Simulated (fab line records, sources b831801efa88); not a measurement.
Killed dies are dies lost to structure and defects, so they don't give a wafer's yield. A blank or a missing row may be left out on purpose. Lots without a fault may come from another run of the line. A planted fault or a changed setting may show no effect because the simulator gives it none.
A struck lot beside a sound one | flow sky130 | 43 steps out of a route of 708
Sound: wafers L704.1, L704.3, L704.6. Struck: wafers L714.1, L714.4, L714.6. The cause comes at the end.
At each step with rows: each side's tool, then ch and its chambers, then its first start. Under that, the readings that differ: sound wafers | struck wafers | difference of the means | sigmas: that difference in standard deviations of wafers without a fault.
alike: readings whose means differ by less than 2 such deviations, and words and numbers that are the same on both sides. not compared: withheld readings, readings that some wafer has no value for, bounds like >300 that may hide the same value, and numbers for which the record gives no deviation and whose values overlap.
The two part at a step that has a row with sigmas, a row that says differs or no value, or rows on one side only. Numbers that don't overlap but have no deviation are shown without sigmas and don't part them. A reading that every wafer of one side lacks parts them only if that side has two wafers or more.

first, 7 steps without rows for these wafers: SKY_LDD_N_DEHYDRATE_00 (time 60 s); SKY_LDD_N_HMDS_01 (prime time 60 s); SKY_LDD_N_COAT_02 (resist thk 300 nm); SKY_LDD_N_SOFTBAKE_03 (time 60 s); SKY_LDD_N_EXPOSE_04 (exposes mask NTM, target cd 840 nm); SKY_LDD_N_PEB_05; SKY_LDD_N_DEVELOP_06 (develop time 60 s).
SKY_LDD_N_OVL_MEAS_07:
  sound on overlay-02, day 21 01:13; struck on overlay-01, day 22 23:07
  alike: LDD_N_OVL
then, 4 steps without rows for these wafers: SKY_LDD_N_IMPLANT_08; SKY_LDD_N_IMPLANT_09; SKY_LDD_N_IMPLANT_10; SKY_LDD_N_IMPLANT_11.
SKY_LDD_N_IMPLANT_12:
  sound on implanter-01 ch 0, day 21 01:52; struck on implanter-01 ch 0, day 22 23:46
  alike: end_station_pressure_torr
then, 3 steps without rows for these wafers: SKY_LDD_N_IMPLANT_13; SKY_LDD_N_IMPLANT_14; SKY_LDD_N_IMPLANT_15.
SKY_LDD_N_STRIP_16: strips in O2/N2.
  sound on plasma_asher-02 ch 0,1, day 21 02:28; struck on plasma_asher-02 ch 0,1, day 23 00:22
  alike: chamber_pressure_mTorr, drypump_motor_current_A, oes_product_au, strip_time_to_endpoint_s
  not compared: rf_hours_counter_h
SKY_LDD_N_TW_MEAS_17:
  sound on film_metro-01, day 21 02:34; struck on film_metro-01, day 23 00:28
  alike: LDD_N_TW
then, 7 steps without rows for these wafers: SKY_LDD_P_DEHYDRATE_00 (time 60 s); SKY_LDD_P_HMDS_01 (prime time 60 s); SKY_LDD_P_COAT_02 (resist thk 1140 nm); SKY_LDD_P_SOFTBAKE_03 (time 60 s); SKY_LDD_P_EXPOSE_04 (exposes mask PSDM, target cd 380 nm); SKY_LDD_P_PEB_05; SKY_LDD_P_DEVELOP_06 (develop time 60 s).
SKY_LDD_P_CD_MEAS_07: target cd 380 nm.
  sound on cd_sem-02, day 22 09:01; struck on cd_sem-02, day 24 06:41
  reading    | sound             | struck            | difference | sigmas
  cd_nm (nm) | 377.4 377.7 377.2 | 381.4 383.3 384.1 | +5.5       | +2
SKY_LDD_P_OVL_MEAS_08:
  sound on overlay-02, day 22 09:08; struck on overlay-01, day 24 06:48
  alike: LDD_P_OVL
then, 1 step without rows for these wafers: SKY_LDD_P_IMPLANT_09.
SKY_LDD_P_STRIP_10: strips in O2/N2.
  sound on plasma_asher-02 ch 0,1, day 22 09:19; struck on plasma_asher-01 ch 0, day 24 06:59
  alike: chamber_pressure_mTorr, drypump_motor_current_A, oes_product_au, strip_time_to_endpoint_s
  not compared: rf_hours_counter_h
SKY_LDD_P_TW_MEAS_11:
  sound on film_metro-04, day 22 09:25; struck on film_metro-04, day 24 07:05
  alike: LDD_P_TW
then, 7 steps without rows for these wafers: SKY_LDD_HVN_DEHYDRATE_00 (time 60 s); SKY_LDD_HVN_HMDS_01 (prime time 60 s); SKY_LDD_HVN_COAT_02 (resist thk 300 nm); SKY_LDD_HVN_SOFTBAKE_03 (time 60 s); SKY_LDD_HVN_EXPOSE_04 (exposes mask HVNTM, target cd 700 nm); SKY_LDD_HVN_PEB_05; SKY_LDD_HVN_DEVELOP_06 (develop time 60 s).
SKY_LDD_HVN_OVL_MEAS_07:
  sound on overlay-01, day 23 15:57; struck on overlay-01, day 25 12:31
  alike: LDD_HVN_OVL
then, 1 step without rows for these wafers: SKY_LDD_HVN_IMPLANT_08.
SKY_LDD_HVN_STRIP_09: strips in O2/N2.
  sound on plasma_asher-01 ch 1, day 23 16:08; struck on plasma_asher-04 ch 0,1, day 25 12:42
  alike: chamber_pressure_mTorr, drypump_motor_current_A, oes_product_au, strip_time_to_endpoint_s
  not compared: rf_hours_counter_h
SKY_LDD_HVN_TW_MEAS_10:
  sound on film_metro-04, day 23 16:14; struck on film_metro-03, day 25 12:48
  alike: LDD_HVN_TW
then, 1 step without rows for these wafers: SKY_LDD_HVP_DEHYDRATE_00 (time 60 s).
-- the record jumps here: 24 days lie between the struck wafers' starts before and after (it left off in module LDD_HVP and takes up again in module PAD_OPEN, whose first step shown is number 708 of the route) --
SKY_PAD_OPEN_PROBE_99:
  sound on prober-02, day 48 06:28; struck on prober-02, day 49 08:16
  reading                                           | sound                | struck               | difference | sigmas
  model.etest.diode_nwell_sub.leak_log10_a_cm2      | -7.173 -7.393 -7.202 | -5.793 -5.927 -5.667 | +1.460     |
  model.etest.diode_dnwell_sub.leak_log10_a_cm2     | -7.406 -7.177 -7.183 | -5.779 -5.803 -5.602 | +1.527     |
  model.etest.diode_pwell_dnwell.leak_log10_a_cm2   | -7.687 -7.604 -7.651 | -6.325 -6.279 -6.346 | +1.331     |
  model.etest.diode_ndiff_pwell_hv.leak_log10_a_cm2 | -6.974 -6.48 -6.675  | -5.885 -5.424 -5.584 | +1.079     |
  model.etest.diode_pdiff_nwell_hv.leak_log10_a_cm2 | -6.623 -6.739 -6.579 | -5.47 -5.801 -5.76   | +0.97      |
  model.etest.diode_ndiff_pwell.leak_log10_a_cm2    | -7.422 -7.247 -7.138 | -6.746 -6.461 -6.731 | +0.623     |
  model.etest.diode_pdiff_nwell.leak_log10_a_cm2    | -7.144 -7.349 -7.209 | -6.245 -6.354 -6.159 | +0.981     |
  model.etest.nfet_16v.off_log10_a_um               | -13.84 -13.91 -13.82 | -13.14 -13.21 -13.12 | +0.70      |
  alike: killed_at_M0_to_M3, killed_at_M4_up, killed_at_contacts, killed_at_front_end, killed_at_other, killed_dies, killed_open, killed_short

WHERE THEY PART
Only at SKY_LDD_P_CD_MEAS_07, within this record. Later steps at which nothing parts them and some readings are alike: SKY_LDD_P_OVL_MEAS_08, SKY_LDD_P_STRIP_10, SKY_LDD_P_TW_MEAS_11, SKY_LDD_HVN_OVL_MEAS_07, SKY_LDD_HVN_STRIP_09, SKY_LDD_HVN_TW_MEAS_10, SKY_PAD_OPEN_PROBE_99.

WHY: what the simulator had put in
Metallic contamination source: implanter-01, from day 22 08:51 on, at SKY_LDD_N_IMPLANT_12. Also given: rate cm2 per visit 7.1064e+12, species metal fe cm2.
